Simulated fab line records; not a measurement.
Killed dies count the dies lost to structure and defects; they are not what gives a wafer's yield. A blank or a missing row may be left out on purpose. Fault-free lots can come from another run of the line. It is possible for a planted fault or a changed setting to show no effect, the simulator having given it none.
What tool caused it? ; flow gf180mcu ; Sampling: 6 lots, 18 wafers, 2 of 602 route steps

== WHAT THE GAUGES SHOWED, per wafer ==
GF_HV_LDD_CD_MEAS_46: target cd 400 nm.
lot;measured;on;cdNm (nm)
L326;day 12 18:45;cdSem-02;399.9 400.9 400.9
L333;day 15 02:34;cdSem-01;399.6 400.4 400.8
L336;day 16 06:34;cdSem-01;398.3 398.2 399.2
L339;day 17 09:04;cdSem-01;408.0 405.5 404.4
L344;day 18 16:41;cdSem-02;399.8 398.2 396.6
L347;day 19 16:40;cdSem-01;401.5 397.6 398.9

== TOOL THAT RAN EACH LOT (tool first, then ch and the chambers of the sampled wafers, then the start) ==
lot;GF_HV_LDD_COAT_41
L326;lithoTrack-03 ch 0, day 12 09:14
L333;lithoTrack-03 ch 0, day 14 15:33
L336;lithoTrack-01 ch 0, day 15 19:00
L339;lithoTrack-03 ch 0, day 16 21:57
L344;lithoTrack-01 ch 0, day 18 05:16
L347;lithoTrack-03 ch 0, day 19 04:27
- GF_HV_LDD_COAT_41: resist thk 1000 nm.

== THE ANSWER, worked out from the rows above alone ==
Rule: usual is defined by the lots themselves. The widest of any qualifying gaps counts: lots, ordered by their means at a reading, are off when they make up no more than a third of the lots, leave a main group of 4 or more, and stand apart from it by 3 or more times the standard deviation of that group's means. A main group is skipped when, at the precision printed for the reading in the tables above, its means are all equal. A lot without any number at a reading at which 4 lots or more have one is off too. All remaining lots with rows at the step are treated as sound.
Off: L339, at GF_HV_LDD_CD_MEAS_46 (cdNm). Main group: mean 399.4 nm, sd 0.92.
A tool fits if, at a process step before that reading, it ran every lot that is off, and no sound lot after the first of them. Those tools and the gauges at GF_HV_LDD_CD_MEAS_46 are tried in the same way. Of those tried, none fits.

== WHAT HAD BEEN PUT IN BY THE SIMULATOR ==
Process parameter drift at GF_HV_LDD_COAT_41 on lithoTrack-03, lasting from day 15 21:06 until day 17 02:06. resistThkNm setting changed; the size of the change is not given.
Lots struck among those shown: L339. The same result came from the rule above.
